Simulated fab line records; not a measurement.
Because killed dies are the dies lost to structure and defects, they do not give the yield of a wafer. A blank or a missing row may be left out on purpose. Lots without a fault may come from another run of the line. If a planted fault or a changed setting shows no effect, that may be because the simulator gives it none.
Which of the tools did it?	flow sky130	13 lots with 39 wafers sampled at 3 steps, on a route of 708 steps

WHAT EACH GAUGE READ, for each wafer
SKY_METAL3_CD_MEAS_13: target cd 300 nm.
lot	measured	on	cdNm (nm)
L837	day 38 02:20	cdSem-01	299.3 301.0 299.6
L838	day 38 05:14	cdSem-02	300.1 299.2 300.2
L840	day 38 23:57	cdSem-01	299.4 299.8 299.6
L842	day 40 02:28	cdSem-01	300.7 301.7 302.1
L843	day 40 07:07	cdSem-01	302.3 303.3 301.6
L845	day 40 19:46	cdSem-02	300.3 300.8 301.2
L846	day 41 01:55	cdSem-01	299.7 300.8 299.4
L847	day 41 15:14	cdSem-02	299.0 297.5 298.9
L849	day 41 19:36	cdSem-02	298.2 298.3 298.8
L848	day 41 22:53	cdSem-02	301.9 301.2 302.7
L852	day 42 18:59	cdSem-01	298.9 298.6 300.5
L854	day 43 07:11	cdSem-01	300.5 300.3 300.5
L860	day 45 10:28	cdSem-02	300.1 300.1 299.8

SKY_METAL5_THK_MEAS_06: measures by xrf.
lot	measured	on	METAL5_ALCU_THK (nm)
L837	day 42 11:46	filmMetro-03	1109 1111 1121
L838	day 42 14:35	filmMetro-01	1116 1135 1126
L840	day 43 08:35	filmMetro-04	1122 1125 1107
L842	day 44 09:17	filmMetro-01	1113 1111 1095
L843	day 44 11:59	filmMetro-04	1117 1100 1131
L845	day 44 22:40	filmMetro-01	1104 1108 1117
L846	day 45 04:52	filmMetro-03	1146 1126 1147
L847	day 45 16:08	filmMetro-03	1143 1140 1144
L849	day 45 21:02	filmMetro-04	1095 1098 1107
L848	day 45 21:58	filmMetro-01	1134 1109 1113
L852	day 46 16:38	filmMetro-04	1108 1109 1121
L854	day 47 02:43	filmMetro-01	1094 1118 1111
L860	day 48 23:50	filmMetro-04	1127 1127 1125

WHICH TOOL RAN EACH LOT (tool, then ch and the chambers of the sampled wafers, then the start)
lot	SKY_METAL2_CLEAN_22
L837	wetBench-03 ch 0, day 34 16:24
L838	wetBench-04 ch 2, day 34 19:23
L840	wetBench-04 ch 2, day 35 15:36
L842	wetBench-04 ch 1, day 36 17:50
L843	wetBench-04 ch 3, day 37 00:44
L845	wetBench-03 ch 0, day 37 14:58
L846	wetBench-04 ch 1, day 37 18:55
L847	wetBench-04 ch 0, day 38 08:25
L849	wetBench-01 ch 1, day 38 15:06
L848	wetBench-03 ch 1, day 38 17:43
L852	wetBench-01 ch 1, day 39 15:10
L854	wetBench-03 ch 3, day 40 05:19
L860	wetBench-04 ch 1, day 42 11:32
- SKY_METAL2_CLEAN_22: cleans in IPA, time 180 s.

WHAT THE TOOLS THEMSELVES READ (means of the sampled wafers that have a number; where no wafer has one, the mark that the record gives instead)
The record holds no such reading with a usual standard deviation.

THE ANSWER, worked out from the rows above alone
Rule: the usual values come from the lots themselves. The widest of any qualifying gaps counts: lots, ordered by their means at a reading, are off when they make up no more than a third of the lots, leave a main group of 4 or more, and stand apart from it by 3 or more times the standard deviation of that group's means. A main group whose means are all the same, to the digits that the tables above print for the reading, isn't used. Also off: a lot with no number at a reading for which 4 or more lots have one. Any other lot the step has rows for is counted as sound. Order of review: gauges by route order, followed by the tools' own readings, for which a lot's mean as printed above is used. The first step at which some lot is off is used, and at that step the reading that is off furthest; a lot without a number counts as furthest.
Across all readings shown, no lot is off: no conclusion can be drawn from this.

WHAT WAS PUT IN BY THE SIMULATOR
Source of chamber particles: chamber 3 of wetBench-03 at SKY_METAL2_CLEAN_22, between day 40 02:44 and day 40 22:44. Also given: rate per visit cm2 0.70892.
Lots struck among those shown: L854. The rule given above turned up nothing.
